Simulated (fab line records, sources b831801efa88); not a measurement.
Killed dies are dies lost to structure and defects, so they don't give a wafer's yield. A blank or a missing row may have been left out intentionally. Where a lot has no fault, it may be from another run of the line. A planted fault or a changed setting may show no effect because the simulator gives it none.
8D (eight disciplines) problem report, filled in by code + flow sfq line + the parts of the form that need people (team, actions taken, sign-off) are left out

1. THE ISSUE
Mean of heater power total W at SFQ_TRILAYER_JJ_CE_LITHO_PEB_117: 73.79 W across 6 wafers in 2 lots; on wafers with no fault it is 79.69 W (standard deviation 0.066). That is -89 standard deviations from the usual mean.
The step: peb time 58.8 s.
Earliest sighting: wafer L856.2 on litho track-01 at day 66 10:45. The record holds 42 wafers of 14 lots with a number at this step. Rule for "out", or "out of limits": more than 4 standard deviations from the usual mean. All remaining wafers that have a number are taken as sound.

2. WHAT IT IS, WHAT IT ISN'T
| question                    | is                                 | is not                                                                          |
|-----------------------------|------------------------------------|---------------------------------------------------------------------------------|
| which readings at this step | heater power total W, plate temp C | exhaust pa                                                                      |
| which lots                  | L856, L857                         | L841, L842, L843, L844, L847, L848, L849, L854, L855, L858, L861, L862          |
| which wafers of those lots  | all that have a number             | -                                                                               |
| read on which tools         | litho track-01                     | litho track-02, litho track-03                                                  |
| when                        | from day 66 10:45                  | up to then (27 sound wafers); but 9 sound wafers of L858, L861, L862 came after |

3. WHAT RULES OUT EACH SUSPECT
Counting: a tool stays on the suspect list if, at a process step up to the reading, it processed all lots that are out and no sound lot following the first of them.
- litho track-01 at SFQ_TRILAYER_JJ_CE_LITHO_PEB_117 (peb time 58.8 s): kept. Every lot that is out went through it, starting with L856 (day 66 10:45), and after that it ran no sound lot; the last sound lot it ran before then is L848 (day 63 23:55). Its own readings are out on those wafers: heater power total W, plate temp C.
The count leaves litho track-01 at SFQ_TRILAYER_JJ_CE_LITHO_PEB_117.

4. THE CAUSE (what the simulator had put in)
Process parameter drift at SFQ_TRILAYER_JJ_CE_LITHO_PEB_117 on litho track-01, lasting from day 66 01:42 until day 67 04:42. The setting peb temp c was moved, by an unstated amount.
Only this tool survived the counting.

5. THE EFFECT CHAIN, in route order
Each row: a reading whose mean over the struck wafers that have a number lies more than 3 standard deviations from the usual. Scope: only readings with a usual standard deviation given in the record; hours: median across lots of the time from each lot's start at the first step in this table that gives one to its start at this step; sigmas: change in usual standard deviations.
| hours | step                                 | reading              | usual    | on struck wafers | change | sigmas      |
|-------|--------------------------------------|----------------------|----------|------------------|--------|-------------|
| 0     | SFQ_TRILAYER_JJ_CE_LITHO_PEB_117     | heater power total W | 79.69 W  | 73.79            | -5.90  | -89         |
| 0     | SFQ_TRILAYER_JJ_CE_LITHO_PEB_117     | plate temp C         | 114.95 C | 108.50           | -6.45  | -46         |
| 1     | SFQ_TRILAYER_JJ_CE_METRO_MEASURE_117 | cd nm                | 702.7 nm | 867.1            | +164.4 | +99 or more |
It contains these process steps:
- SFQ_TRILAYER_JJ_CE_LITHO_PEB_117: peb time 58.8 s.
- SFQ_TRILAYER_JJ_CE_METRO_MEASURE_117

6. HOW IT WOULD HAVE BEEN CAUGHT EARLIER
In this record no reading fell out of limits until day 66 10:45, 9 hours after the fault had begun at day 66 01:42.
